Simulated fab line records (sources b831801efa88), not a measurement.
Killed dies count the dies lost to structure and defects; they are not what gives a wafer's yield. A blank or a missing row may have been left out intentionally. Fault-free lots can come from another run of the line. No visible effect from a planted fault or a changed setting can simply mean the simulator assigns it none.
Commonality check across tools / flow sky130 / Sampled: 9 lots, 27 wafers

WHY IT WAS OPENED
SKY_VIA1_RS_MEAS_22, reading VIA1_W_RS: flagged on 2 of 9 lots. Fault-free wafers read 0.426 ohm/sq, with a standard deviation of 0.0041.
Rule: a lot is flagged when every wafer of it that has a number lies more than 4 standard deviations from that mean, or none has a number. The rest of the lots are taken to be sound.

lot=L947; measured=day 34 06:55; on=film-metro-02; VIA1_W_RS (ohm/sq), wafer by wafer=0.424 0.428 0.427; flag=
lot=L953; measured=day 36 21:13; on=film-metro-01; VIA1_W_RS (ohm/sq), wafer by wafer=0.419 0.428 0.421; flag=
lot=L957; measured=day 37 17:24; on=film-metro-01; VIA1_W_RS (ohm/sq), wafer by wafer=0.363 0.371 0.364; flag=FLAGGED
lot=L958; measured=day 38 07:16; on=film-metro-02; VIA1_W_RS (ohm/sq), wafer by wafer=0.433 0.427 0.430; flag=
lot=L959; measured=day 38 15:22; on=film-metro-01; VIA1_W_RS (ohm/sq), wafer by wafer=0.368 0.368 0.366; flag=FLAGGED
lot=L964; measured=day 40 01:10; on=film-metro-01; VIA1_W_RS (ohm/sq), wafer by wafer=0.435 0.431 0.428; flag=
lot=L968; measured=day 40 21:48; on=film-metro-02; VIA1_W_RS (ohm/sq), wafer by wafer=0.427 0.429 0.430; flag=
lot=L969; measured=day 41 05:43; on=film-metro-03; VIA1_W_RS (ohm/sq), wafer by wafer=0.435 0.425 0.428; flag=
lot=L970; measured=day 41 10:47; on=film-metro-01; VIA1_W_RS (ohm/sq), wafer by wafer=0.424 0.431 0.426; flag=
The numbers of the flagged lots are 0.367 ohm/sq on average: -0.059 ohm/sq against the usual, or -14 standard deviations.

LOT BY LOT: THE TOOL USED
Before the reading, the record contains 3 process steps out of a 708-step route. Every cell lists first the tool, next ch and the chambers used by the sampled wafers, and last the start.
lot=L947; flag=; SKY_METAL1_METAL_ETCH_19=rie-metal-04 ch 0,1, day 33 02:54; SKY_VIA1_SPUTTER_20=pvd-sputter-03, day 34 06:45; SKY_VIA1_CVD_21=cvd-w-01 ch 0,1, day 34 06:49
lot=L953; flag=; SKY_METAL1_METAL_ETCH_19=rie-metal-04 ch 0, day 35 17:00; SKY_VIA1_SPUTTER_20=pvd-sputter-01, day 36 21:03; SKY_VIA1_CVD_21=cvd-w-02 ch 0,1, day 36 21:07
lot=L957; flag=FLAGGED; SKY_METAL1_METAL_ETCH_19=rie-metal-04 ch 0,1, day 36 13:09; SKY_VIA1_SPUTTER_20=pvd-sputter-01, day 37 17:15; SKY_VIA1_CVD_21=cvd-w-02 ch 0,1, day 37 17:19
lot=L958; flag=; SKY_METAL1_METAL_ETCH_19=rie-metal-04 ch 0,1, day 37 03:16; SKY_VIA1_SPUTTER_20=pvd-sputter-01, day 38 07:07; SKY_VIA1_CVD_21=cvd-w-01 ch 0,1, day 38 07:11
lot=L959; flag=FLAGGED; SKY_METAL1_METAL_ETCH_19=rie-metal-02 ch 0,1, day 37 11:31; SKY_VIA1_SPUTTER_20=pvd-sputter-01, day 38 15:13; SKY_VIA1_CVD_21=cvd-w-02 ch 0,1, day 38 15:17
lot=L964; flag=; SKY_METAL1_METAL_ETCH_19=rie-metal-03 ch 0, day 38 21:22; SKY_VIA1_SPUTTER_20=pvd-sputter-03, day 40 00:59; SKY_VIA1_CVD_21=cvd-w-01 ch 0,1, day 40 01:03
lot=L968; flag=; SKY_METAL1_METAL_ETCH_19=rie-metal-02 ch 0,1, day 39 19:16; SKY_VIA1_SPUTTER_20=pvd-sputter-04, day 40 21:38; SKY_VIA1_CVD_21=cvd-w-02 ch 0,1, day 40 21:41
lot=L969; flag=; SKY_METAL1_METAL_ETCH_19=rie-metal-02 ch 0,1, day 40 03:33; SKY_VIA1_SPUTTER_20=pvd-sputter-01, day 41 05:32; SKY_VIA1_CVD_21=cvd-w-02 ch 0,1, day 41 05:36
lot=L970; flag=; SKY_METAL1_METAL_ETCH_19=rie-metal-02 ch 0,1, day 40 08:42; SKY_VIA1_SPUTTER_20=pvd-sputter-03, day 41 10:38; SKY_VIA1_CVD_21=cvd-w-02 ch 0,1, day 41 10:41
What these steps do:
- SKY_METAL1_METAL_ETCH_19: etches the open film in Cl2/BCl3, stops on SiO2, target depth 360 nm, time 78 s.
- SKY_VIA1_SPUTTER_20: material TiN, target thk 20 nm, time 80 s.
- SKY_VIA1_CVD_21: deposits W, target thk 270 nm, time 80.902 s.
- SKY_VIA1_RS_MEAS_22: measures by four-point-probe.

FLAGGED AGAINST TOTAL, ONE TOOL AT A TIME (gauges that did the reading follow at the end)
step=SKY_METAL1_METAL_ETCH_19; tool=rie-metal-02; lots run=4; flagged=1; share of the flagged lots=some; sound lots run after its first flagged lot=3 (L968,L969,L970)
step=SKY_METAL1_METAL_ETCH_19; tool=rie-metal-03; lots run=1; flagged=0; share of the flagged lots=none; sound lots run after its first flagged lot=-
step=SKY_METAL1_METAL_ETCH_19; tool=rie-metal-04; lots run=4; flagged=1; share of the flagged lots=some; sound lots run after its first flagged lot=1 (L958)
step=SKY_VIA1_SPUTTER_20; tool=pvd-sputter-01; lots run=5; flagged=2; share of the flagged lots=all; sound lots run after its first flagged lot=2 (L958,L969)
step=SKY_VIA1_SPUTTER_20; tool=pvd-sputter-03; lots run=3; flagged=0; share of the flagged lots=none; sound lots run after its first flagged lot=-
step=SKY_VIA1_SPUTTER_20; tool=pvd-sputter-04; lots run=1; flagged=0; share of the flagged lots=none; sound lots run after its first flagged lot=-
step=SKY_VIA1_CVD_21; tool=cvd-w-01; lots run=3; flagged=0; share of the flagged lots=none; sound lots run after its first flagged lot=-
step=SKY_VIA1_CVD_21; tool=cvd-w-02; lots run=6; flagged=2; share of the flagged lots=all; sound lots run after its first flagged lot=3 (L968,L969,L970)
step=SKY_VIA1_RS_MEAS_22; tool=film-metro-01; lots run=5; flagged=2; share of the flagged lots=all; sound lots run after its first flagged lot=2 (L964,L970)
step=SKY_VIA1_RS_MEAS_22; tool=film-metro-02; lots run=3; flagged=0; share of the flagged lots=none; sound lots run after its first flagged lot=-
step=SKY_VIA1_RS_MEAS_22; tool=film-metro-03; lots run=1; flagged=0; share of the flagged lots=none; sound lots run after its first flagged lot=-

WHAT THE TABLE PERMITS
In the table, 3 rows ran each flagged lot (pvd-sputter-01 at SKY_VIA1_SPUTTER_20; cvd-w-02 at SKY_VIA1_CVD_21; film-metro-01 at SKY_VIA1_RS_MEAS_22).
- pvd-sputter-01 at SKY_VIA1_SPUTTER_20: 2 of its 5 lots flagged. Sound lots followed the first flagged one (L958, L969) on it, something a lasting fault affecting the whole tool could not allow.
- cvd-w-02 at SKY_VIA1_CVD_21: 2 of its 6 lots flagged. Sound lots followed the first flagged one (L968, L969, L970) on it, something a lasting fault affecting the whole tool could not allow. Its own readings (chamber-pressure-Torr) fall more than 4 standard deviations out on all wafers of the flagged lots.
- film-metro-01 at SKY_VIA1_RS_MEAS_22: 2 of its 5 lots flagged. Sound lots followed the first flagged one (L964, L970) on it, something a lasting fault affecting the whole tool could not allow.
Every row of the table either missed a flagged lot or ran a sound lot after the first.

WHAT WAS PUT IN BY THE SIMULATOR
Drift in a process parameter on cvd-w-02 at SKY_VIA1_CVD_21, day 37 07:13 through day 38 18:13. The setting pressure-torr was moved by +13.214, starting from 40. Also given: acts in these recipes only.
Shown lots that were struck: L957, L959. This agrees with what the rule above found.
